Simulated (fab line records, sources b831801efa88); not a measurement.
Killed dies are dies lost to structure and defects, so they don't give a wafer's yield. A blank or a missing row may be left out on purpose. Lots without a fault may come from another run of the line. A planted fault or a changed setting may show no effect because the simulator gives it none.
Chamber matching | flow gf180mcu | GF_V4_CMP_04 on cmp-01: 4 sister chambers
The step polishes SiO2. 4 wafers are shown with their chamber, then 12 later ones without.

WAFERS WITH THEIR CHAMBER
wafer  | chamber | motor_current_A (A)
L085.4 | 3       | 12.8
L087.2 | 1       | 10.1
L087.3 | 2       | 12.3
L087.4 | 0       | 12.1

WAFERS WITHOUT THEIR CHAMBER
wafer  | motor_current_A (A)
L089.2 | 12.5
L089.3 | 11.9
L089.4 | 11.8
L093.1 | 11.2
L093.4 | 12.3
L093.5 | 12.4
L094.2 | 10.6
L094.4 | 12.3
L094.5 | 11.2
L095.2 | 11.9
L095.4 | 12.6
L095.5 | 12.5

WHICH CHAMBER EACH WENT THROUGH
wafer  | from the rows above               | in truth
L089.2 | can't be placed: 2 or 3 or 0      | 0
L089.3 | can't be placed: 0 or 2 or 3      | 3
L089.4 | can't be placed: 0 or 2 or 3      | 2
L093.1 | can't be placed: 0 or 1 or 2 or 3 | 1
L093.4 | can't be placed: 2 or 0 or 3      | 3
L093.5 | can't be placed: 2 or 0 or 3      | 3
L094.2 | 1                                 | 1
L094.4 | can't be placed: 2 or 0 or 3      | 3
L094.5 | can't be placed: 0 or 1 or 2 or 3 | 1
L095.2 | can't be placed: 0 or 2 or 3      | 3
L095.4 | can't be placed: 3 or 2 or 0      | 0
L095.5 | can't be placed: 2 or 3 or 0      | 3
Placed correctly: 1 of 12. Can't be placed from these rows: 11 (the true chamber is among the candidates in 11). Placed wrongly: 0.
How it was worked out, from the rows above alone: a wafer's distance from a chamber is the root of the sum, over the readings, of the square of ((its reading less the chamber's mean) divided by the reading's scatter). The wafer belongs to the nearest chamber; if the next one is less than 2 further off, it can't be placed. A chamber's mean is the mean of its shown wafers. The scatter: with one shown wafer a chamber, the root of the mean of the squares of how far each hidden wafer lies from its nearest shown one.
